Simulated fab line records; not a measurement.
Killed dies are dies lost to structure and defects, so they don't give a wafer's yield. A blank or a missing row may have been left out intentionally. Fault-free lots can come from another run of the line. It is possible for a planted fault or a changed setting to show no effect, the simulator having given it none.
A lot that was struck, set against a sound lot | flow sfq line | 21 out of 325 route steps
Sound: the wafers L777.1, L777.4, L777.6. Wafers L786.2, L786.3, L786.5 were the ones struck. The cause is named last.
Order at every step that has rows: each side's tool, ch and its chambers, its first start. Under that, the readings that differ: sound wafers | struck wafers | difference of the means | sigmas: that difference in standard deviations of wafers without a fault.
alike: words and numbers the same on both sides, and readings whose means are apart by under 2 such deviations; not compared: readings that were withheld, readings missing a value for some wafer, numbers with overlapping values and no deviation given by the record, and bounds like >300 which may hide the same value.
A row with sigmas, a row that says differs or no value, or rows on one side alone: a step with any of these is where the two part. When numbers do not overlap yet have no deviation, they are printed without sigmas and do not part them. A reading missing from all wafers of one side parts the sides only when that side holds two or more wafers.

first, 3 steps without rows for these wafers: SFQ_TRILAYER_M3_LITHO_EXPOSE_076 (exposes mask M3, target cd 500 nm); SFQ_TRILAYER_M3_LITHO_PEB_078 (peb time 60 s); SFQ_TRILAYER_M3_LITHO_DEVELOP_077 (time 60 s).
SFQ_M3_OVL_MEAS_921:
  sound on overlay-01 at day 30 11:22; struck on overlay-01 at day 35 03:02
  reading     | sound   | struck   | difference | sigmas
  M3_OVL (nm) | 4 18 12 | -6 -6 -3 | -16        | -2
SFQ_TRILAYER_M3_BARC_OPEN_METAL_ETCH_100: etches BARC in O2, target depth 125 nm, time 41.7 s.
  sound on rie metal-04 ch 1, day 30 11:24; struck on rie metal-04 ch 0,1, day 35 03:04
  alike: drypump motor current A, oes product au
  not compared: rf hours counter h
SFQ_TRILAYER_M3_ETCH_METAL_ETCH_078: etches Nb in Cl2/Ar, stops on SiO2, target depth 240 nm, time 120 s.
  sound on rie metal-04 ch 1, day 30 11:28; struck on rie metal-04 ch 0,1, day 35 03:08
  alike: drypump motor current A, oes product au
  not compared: rf hours counter h
SFQ_TRILAYER_M3_STRIP_STRIP_079: strips in O2.
  sound on rie metal-04 ch 1, day 30 11:35; struck on rie metal-04 ch 0,1, day 35 03:15
  alike: drypump motor current A, oes product au
  not compared: rf hours counter h
then, 1 step without rows for these wafers: SFQ_TRILAYER_M3_STRIP_SOLV_CLEAN_080 (cleans in NMP, time 600 s).
SFQ_TRILAYER_I3_DEP_PECVD_081: deposits SiO2 from SiH4/N2O, time 111.11 s, target thk 500 nm.
  sound on pecvd-02 ch 0,1,2, day 30 12:22; struck on pecvd-02 ch 0,1,2, day 35 04:02
  alike: heater power outer w, heater power w, throttle valve pct
SFQ_TRILAYER_I3_CMP_CMP_082: polishes SiO2.
  sound on cmp-02 ch 1,2, day 31 04:50; struck on cmp-01 ch 0,3, day 35 16:41
  alike: motor current A, time to endpoint s
SFQ_I3_BOW_MEAS_922:
  sound on film metro-04 at day 31 07:20; struck on film metro-04 at day 35 19:42
  alike: I3_BOW
then, 1 step without rows for these wafers: SFQ_TRILAYER_I3_METRO_MEASURE_083.
SFQ_TRILAYER_I3_VIA_LITHO_COAT_090: resist thk 62 nm.
  sound on litho track-04 ch 0, day 31 08:48; struck on litho track-01 ch 0, day 35 21:14
  reading                                                  | sound                | struck               | difference | sigmas
  spin speed rpm (rpm)                                     | 2999.8 3000.5 3001.1 | 1933.6 1934.9 1935.9 | -1065.7    | -99 or more
  model.BARC_of_TRILAYER_I3_VIA_LITHO_COAT_090.thk nm (nm) | 61.86 61.78 61.89    | 77.16 76.86 76.98    | +15.16     |
  alike: exhaust pa
then, 5 steps without rows for these wafers: SFQ_TRILAYER_I3_VIA_LITHO_COAT_085 (resist thk 650 nm); SFQ_TRILAYER_I3_VIA_LITHO_SOFTBAKE_089; SFQ_TRILAYER_I3_VIA_LITHO_EXPOSE_086 (exposes mask I3, target cd 500 nm); SFQ_TRILAYER_I3_VIA_LITHO_PEB_088 (peb time 60 s); SFQ_TRILAYER_I3_VIA_LITHO_DEVELOP_087 (time 60 s).
-- the record jumps here: 3 days lie between the struck wafers' starts before and after --
SFQ_I3_OVL_MEAS_923:
  sound on overlay-01 at day 34 00:38; struck on overlay-01 at day 38 10:16
  reading     | sound | struck     | difference | sigmas
  I3_OVL (nm) | 2 1 4 | -11 -7 -11 | -12        | -2
SFQ_TRILAYER_I3_VIA_BARC_OPEN_VIA_ETCH_121: etches BARC in O2, target depth 125 nm, time 41.7 s.
  sound on rie diel-02 ch 2,3, day 34 00:40; struck on rie diel-02 ch 0,1,3, day 38 10:18
  reading                  | sound             | struck            | difference | sigmas
  oes product au (a.u.)    | 0.691 0.677 0.690 | 0.759 0.773 0.765 | +0.080     | +16
  model.etch.depth nm (nm) | 61.86 61.78 61.89 | 77.16 76.86 76.98 | +15.16     |
  alike: drypump motor current A
  not compared: rf hours counter h
then, 1 step without rows for these wafers: SFQ_TRILAYER_I3_VIA_ETCH_VIA_ETCH_088 (etches SiO2 in CHF3, stops on Nb, target depth 260 nm).

== WHERE THEY PART ==
Last at SFQ_TRILAYER_I3_VIA_BARC_OPEN_VIA_ETCH_121 as far as this record goes, first at SFQ_M3_OVL_MEAS_921.

WHY: the cause the simulator had injected
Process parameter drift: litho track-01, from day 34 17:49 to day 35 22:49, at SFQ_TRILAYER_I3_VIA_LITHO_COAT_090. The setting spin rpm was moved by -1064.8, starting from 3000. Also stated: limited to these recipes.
